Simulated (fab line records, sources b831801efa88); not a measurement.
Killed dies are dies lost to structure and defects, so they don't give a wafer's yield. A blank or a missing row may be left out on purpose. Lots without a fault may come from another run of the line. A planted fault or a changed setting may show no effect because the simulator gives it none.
Chamber matching | flow gf180mcu | GF_V5_CMP_04 on cmp-01: 4 sister chambers
The step polishes SiO2. 4 wafers are shown with their chamber, then 8 later ones without.

WAFERS WITH THEIR CHAMBER
wafer  | chamber | motor_current_A (A)
L292.4 | 2       | 13.2
L304.2 | 1       | 11.6
L304.3 | 3       | 11.0
L306.1 | 0       | 11.5

WAFERS WITHOUT THEIR CHAMBER
wafer  | motor_current_A (A)
L306.4 | 11.9
L306.6 | 11.8
L309.3 | 14.1
L309.5 | 11.5
L309.6 | 12.4
L311.2 | 13.8
L311.3 | 11.3
L311.6 | 11.5

WHICH CHAMBER EACH WENT THROUGH
wafer  | from the rows above               | in truth
L306.4 | can't be placed: 1 or 0 or 3      | 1
L306.6 | can't be placed: 1 or 0 or 3      | 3
L309.3 | 2                                 | 2
L309.5 | can't be placed: 0 or 1 or 3      | 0
L309.6 | can't be placed: 2 or 1 or 0 or 3 | 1
L311.2 | 2                                 | 2
L311.3 | can't be placed: 0 or 1 or 3      | 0
L311.6 | can't be placed: 0 or 1 or 3      | 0
Placed correctly: 2 of 8. Can't be placed from these rows: 6 (the true chamber is among the candidates in 6). Placed wrongly: 0.
How it was worked out, from the rows above alone: a wafer's distance from a chamber is the root of the sum, over the readings, of the square of ((its reading less the chamber's mean) divided by the reading's scatter). The wafer belongs to the nearest chamber; if the next one is less than 2 further off, it can't be placed. A chamber's mean is the mean of its shown wafers. The scatter: with one shown wafer a chamber, the root of the mean of the squares of how far each hidden wafer lies from its nearest shown one.
